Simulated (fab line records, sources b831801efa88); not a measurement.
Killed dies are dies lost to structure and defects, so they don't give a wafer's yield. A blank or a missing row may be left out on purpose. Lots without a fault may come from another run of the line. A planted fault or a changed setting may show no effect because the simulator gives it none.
Problem report in the 8D (eight disciplines) form, filled by code | flow sky130 | the parts of the form that need people (team, actions taken, sign-off) are left out

1. THE PROBLEM
heater_power_total_W at SKY_LDD_HVN_SOFTBAKE_03 reads a mean of 57.05 W on 3 wafers of 3 lots; wafers without a fault read 56.60 W with a standard deviation of 0.044. That is +10 standard deviations from the usual mean.
The step: time 60 s.
First seen on wafer L791.2, day 21 05:21, on litho_track-03. The record holds 41 wafers of 14 lots with a number at this step. Rule for "out", or "out of limits": more than 4 standard deviations from the usual mean. The other wafers with a number count as sound.

2. WHAT IT IS AND WHAT IT IS NOT
question                    | is                                 | is not
which readings at this step | heater_power_total_W, run_length_s | -
which lots                  | L791, L795, L796                   | L787, L788, L790, L800, L801, L803, L804, L805, L807, L808, L810
which wafers of those lots  | L791.2, L795.2, L796.5             | L791.3, L791.6, L795.4, L795.6, L796.6
read on which tools         | litho_track-03                     | litho_track-01, litho_track-02
when                        | from day 21 05:21                  | up to then (11 sound wafers); but 27 sound wafers of L795, L796, L800, L801, L803, L804, L805, L807, L808, L810 came after

3. SUSPECTS, AND WHAT RULES EACH OUT
Counting: a tool at a process step up to the reading stays a suspect if it ran every lot that is out. Sound lots after the first of them don't rule it out here, since some wafers of a struck lot are sound.
- plasma_asher-04 at SKY_POLY_GATE_STRIP_18 (strips in O2/N2): kept. It ran every lot that is out, first L791 (day 17 22:23); its last sound lot up to then is L790 (day 17 13:35).
- litho_track-03 at SKY_LDD_HVN_SOFTBAKE_03 (time 60 s): kept. It ran every lot that is out, first L791 (day 21 05:21); its last sound lot up to then is L790 (day 20 21:04). Its own readings are out on those wafers: heater_power_total_W, run_length_s.
Left after counting: plasma_asher-04 at SKY_POLY_GATE_STRIP_18, litho_track-03 at SKY_LDD_HVN_SOFTBAKE_03.

4. THE CAUSE (what the simulator had put in)
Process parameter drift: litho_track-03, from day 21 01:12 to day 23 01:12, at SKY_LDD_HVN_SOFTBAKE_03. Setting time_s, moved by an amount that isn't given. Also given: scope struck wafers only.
Counting left 2 suspects, and this tool is among them.

5. THE CHAIN OF EFFECTS, in route order
Each row: a reading whose mean over the struck wafers that have a number lies more than 3 standard deviations from the usual. Only readings for which the record gives a usual standard deviation are gone through. hours: the time from each lot's start at the first step in this table that gives one to its start at this step, as a median over the lots. sigmas: the change in usual standard deviations.
hours | step                    | reading              | usual   | on struck wafers | change | sigmas
0     | SKY_LDD_HVN_SOFTBAKE_03 | heater_power_total_W | 56.60 W | 57.05            | +0.45  | +10
0     | SKY_LDD_HVN_SOFTBAKE_03 | run_length_s         | 89.08 s | 87.40            | -1.68  | -8.4
The process steps in it:
- SKY_LDD_HVN_SOFTBAKE_03: time 60 s.

6. WHAT WOULD HAVE CAUGHT IT SOONER
In this record the first reading out of limits was taken at day 21 05:21, 4 hours after the fault began at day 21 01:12.
